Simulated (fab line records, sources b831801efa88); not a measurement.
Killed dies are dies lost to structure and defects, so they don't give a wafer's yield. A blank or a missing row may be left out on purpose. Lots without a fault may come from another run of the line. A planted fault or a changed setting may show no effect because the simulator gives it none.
Problem report in the 8D (eight disciplines) form, filled by code | flow sky130 | the parts of the form that need people (team, actions taken, sign-off) are left out

1. THE PROBLEM
oes_product_au at SKY_NWELL_STRIP_14 reads a mean of 0.664 a.u. on 9 wafers of 3 lots; wafers without a fault read 0.723 a.u. with a standard deviation of 0.0048. That is -12 standard deviations from the usual mean.
The step: strips in O2/N2.
First seen on wafer L873.1, day 7 10:32, on plasma_asher-01. The record holds 45 wafers of 15 lots with a number at this step. Rule for "out", or "out of limits": more than 4 standard deviations from the usual mean. The other wafers with a number count as sound.

2. WHAT IT IS AND WHAT IT IS NOT
question                    | is                     | is not
which readings at this step | oes_product_au         | chamber_pressure_mTorr, drypump_motor_current_A, o2_flow_sccm
which lots                  | L873, L875, L876       | L862, L864, L865, L866, L867, L869, L871, L880, L881, L882, L883, L884
which wafers of those lots  | all that have a number | -
read on which tools         | plasma_asher-01        | plasma_asher-03, plasma_asher-04
when                        | from day 7 10:32       | up to then (21 sound wafers); but 15 sound wafers of L880, L881, L882, L883, L884 came after

3. SUSPECTS, AND WHAT RULES EACH OUT
Counting: a tool at a process step up to the reading stays a suspect if it ran every lot that is out and no sound lot after the first of them.
- plasma_asher-01 at SKY_NWELL_STRIP_14 (strips in O2/N2): kept. It ran every lot that is out, first L873 (day 7 10:32), and no sound lot after that; its last sound lot up to then is L867 (day 6 02:07). Its own readings are out on those wafers: oes_product_au.
Left after counting: plasma_asher-01 at SKY_NWELL_STRIP_14.

4. THE CAUSE (what the simulator had put in)
Process parameter drift: plasma_asher-01, from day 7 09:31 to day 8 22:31, at SKY_NWELL_STRIP_14. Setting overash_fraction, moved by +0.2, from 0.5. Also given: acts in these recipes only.
Counting left only this tool.

5. THE CHAIN OF EFFECTS, in route order
Each row: a reading whose mean over the struck wafers that have a number lies more than 3 standard deviations from the usual. Only readings for which the record gives a usual standard deviation are gone through. hours: the time from each lot's start at the first step in this table that gives one to its start at this step, as a median over the lots. sigmas: the change in usual standard deviations.
hours | step               | reading        | usual      | on struck wafers | change | sigmas
0     | SKY_NWELL_STRIP_14 | oes_product_au | 0.723 a.u. | 0.664            | -0.059 | -12
The process steps in it:
- SKY_NWELL_STRIP_14: strips in O2/N2.
Later measuring or inspecting steps at which every struck wafer that the step has a row for has a number for every such reading, and none has moved that far: SKY_NWELL_TW_MEAS_26, SKY_NWELL_RS_MEAS_31.

6. WHAT WOULD HAVE CAUGHT IT SOONER
In this record the first reading out of limits was taken at day 7 10:32, 1 hour after the fault began at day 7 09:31.
